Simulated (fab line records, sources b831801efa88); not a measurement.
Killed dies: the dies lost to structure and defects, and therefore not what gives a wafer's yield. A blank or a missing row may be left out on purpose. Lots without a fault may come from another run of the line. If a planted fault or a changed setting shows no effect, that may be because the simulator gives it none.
Matching of chambers + flow sky130 + pecvd-04 running SKY_CAPM_CVD_00: 3 sister chambers
The step deposits SiO2, target thk 15.5 nm. 16 wafers are shown with their chamber, then 8 later ones without.

== EACH WAFER AND ITS CHAMBER ==
| wafer  | chamber | heaterPowerW (W) |
|--------|---------|------------------|
| L075.2 | 0       | 606              |
| L075.4 | 1       | 623              |
| L075.6 | 0       | 618              |
| L076.1 | 2       | 600              |
| L076.2 | 1       | 625              |
| L076.6 | 0       | 695              |
| L079.1 | 1       | 733              |
| L079.3 | 2       | 605              |
| L079.5 | 1       | 713              |
| L084.2 | 1       | 646              |
| L084.3 | 2       | 683              |
| L084.4 | 1       | 662              |
| L086.2 | 2       | 685              |
| L086.3 | 1       | 663              |
| L086.5 | 2       | 696              |
| L088.2 | 0       | 607              |

SIGNATURES, as means of the wafers listed above
| reading      | chamber 0 | chamber 1 | chamber 2 | scatter within a chamber |
|--------------|-----------|-----------|-----------|--------------------------|
| heaterPowerW | 631.50    | 666.43    | 653.80    | 43.9                     |
Rule: a wafer lies at a distance from a chamber equal to the root of the sum of squares, over the readings, of (its reading less the chamber's mean, divided by the reading's scatter). If the next closest chamber is less than 2 further off than the closest, the wafer can't be placed; otherwise it belongs to the closest. The scatter: the root of (the sum of the squares of (reading less its chamber's mean) over the shown wafers, divided by (wafers less chambers)).

== WAFERS WITHOUT THEIR CHAMBER ==
| wafer  | heaterPowerW (W) |
|--------|------------------|
| L088.4 | 600              |
| L088.5 | 632              |
| L091.2 | 674              |
| L091.3 | 657              |
| L091.5 | 689              |
| L097.2 | 575              |
| L097.4 | 615              |
| L097.6 | 577              |

== THE CHAMBER EACH PASSED THROUGH ==
| wafer  | from the rows above          | in truth |
|--------|------------------------------|----------|
| L088.4 | can't be placed: 0 or 2 or 1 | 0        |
| L088.5 | can't be placed: 0 or 2 or 1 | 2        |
| L091.2 | can't be placed: 1 or 2 or 0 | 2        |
| L091.3 | can't be placed: 2 or 1 or 0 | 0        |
| L091.5 | can't be placed: 1 or 2 or 0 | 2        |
| L097.2 | can't be placed: 0 or 2 or 1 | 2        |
| L097.4 | can't be placed: 0 or 2 or 1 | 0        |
| L097.6 | can't be placed: 0 or 2 or 1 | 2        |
0 of 8 placed correctly. Cannot be placed on the basis of these rows: 8; the candidates contain the true chamber in 8. 0 placed wrongly.
